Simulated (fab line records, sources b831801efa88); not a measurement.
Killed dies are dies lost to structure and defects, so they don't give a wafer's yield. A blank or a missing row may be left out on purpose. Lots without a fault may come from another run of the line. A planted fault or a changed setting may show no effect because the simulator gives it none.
Problem report in the 8D (eight disciplines) form, filled by code | flow sfq_line | the parts of the form that need people (team, actions taken, sign-off) are left out

1. THE PROBLEM
time_to_endpoint_s at SFQ_TRILAYER_I2_CMP_CMP_064 reads a mean of 258 s on 3 wafers of 3 lots; wafers without a fault read 214 s with a standard deviation of 6.4. That is +6.9 standard deviations from the usual mean.
The step: polishes SiO2.
First seen on wafer L183.4, day 35 00:47, on cmp-01. The record holds 43 wafers of 15 lots with a number at this step. Rule for "out", or "out of limits": more than 4 standard deviations from the usual mean. The other wafers with a number count as sound.

2. WHAT IT IS AND WHAT IT IS NOT
question                    | is                     | is not
which readings at this step | time_to_endpoint_s     | motor_current_A, retaining_ring_pressure_frac
which lots                  | L183, L184, L185       | L170, L171, L172, L174, L177, L186, L187, L188, L189, L190, L191, L192
which wafers of those lots  | L183.4, L184.4, L185.6 | L183.3, L184.2, L184.5, L185.2
read on which tools         | cmp-01                 | cmp-02
when                        | from day 35 00:47      | up to then (15 sound wafers); but 25 sound wafers of L183, L184, L185, L186, L187, L188, L189, L190, L191, L192 came after

3. SUSPECTS, AND WHAT RULES EACH OUT
Counting: a tool at a process step up to the reading stays a suspect if it ran every lot that is out. Sound lots after the first of them don't rule it out here, since some wafers of a struck lot are sound.
- cmp-01 at SFQ_TRILAYER_I2_CMP_CMP_064 (polishes SiO2): kept. It ran every lot that is out, first L183 (day 35 00:47); its last sound lot up to then is L177 (day 25 07:14). Its own readings are out on those wafers: time_to_endpoint_s.
Left after counting: cmp-01 at SFQ_TRILAYER_I2_CMP_CMP_064.

4. THE CAUSE (what the simulator had put in)
Process parameter drift: cmp-01, from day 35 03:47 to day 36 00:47, at SFQ_TRILAYER_I2_CMP_CMP_064. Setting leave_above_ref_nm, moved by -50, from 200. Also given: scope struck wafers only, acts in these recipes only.
Counting left only this tool.

5. THE CHAIN OF EFFECTS, in route order
Each row: a reading whose mean over the struck wafers that have a number lies more than 3 standard deviations from the usual. Only readings for which the record gives a usual standard deviation are gone through. hours: the time from each lot's start at the first step in this table that gives one to its start at this step, as a median over the lots. sigmas: the change in usual standard deviations.
hours | step                                  | reading            | usual      | on struck wafers | change | sigmas
0     | SFQ_TRILAYER_I2_CMP_CMP_064           | time_to_endpoint_s | 214 s      | 258              | +44    | +6.9
3     | SFQ_TRILAYER_I2_METRO_MEASURE_065     | thk_nm             | 200.2 nm   | 150.2            | -50.0  | -55
134   | SFQ_TRILAYER_I2_VIA_ETCH_VIA_ETCH_070 | oes_product_au     | 0.855 a.u. | 0.736            | -0.119 | -23
The process steps in it:
- SFQ_TRILAYER_I2_CMP_CMP_064: polishes SiO2.
- SFQ_TRILAYER_I2_METRO_MEASURE_065
- SFQ_TRILAYER_I2_VIA_ETCH_VIA_ETCH_070: etches SiO2 in CHF3, stops on Nb, target depth 260 nm.

6. WHAT WOULD HAVE CAUGHT IT SOONER
In this record the first reading out of limits was taken at day 35 00:47.
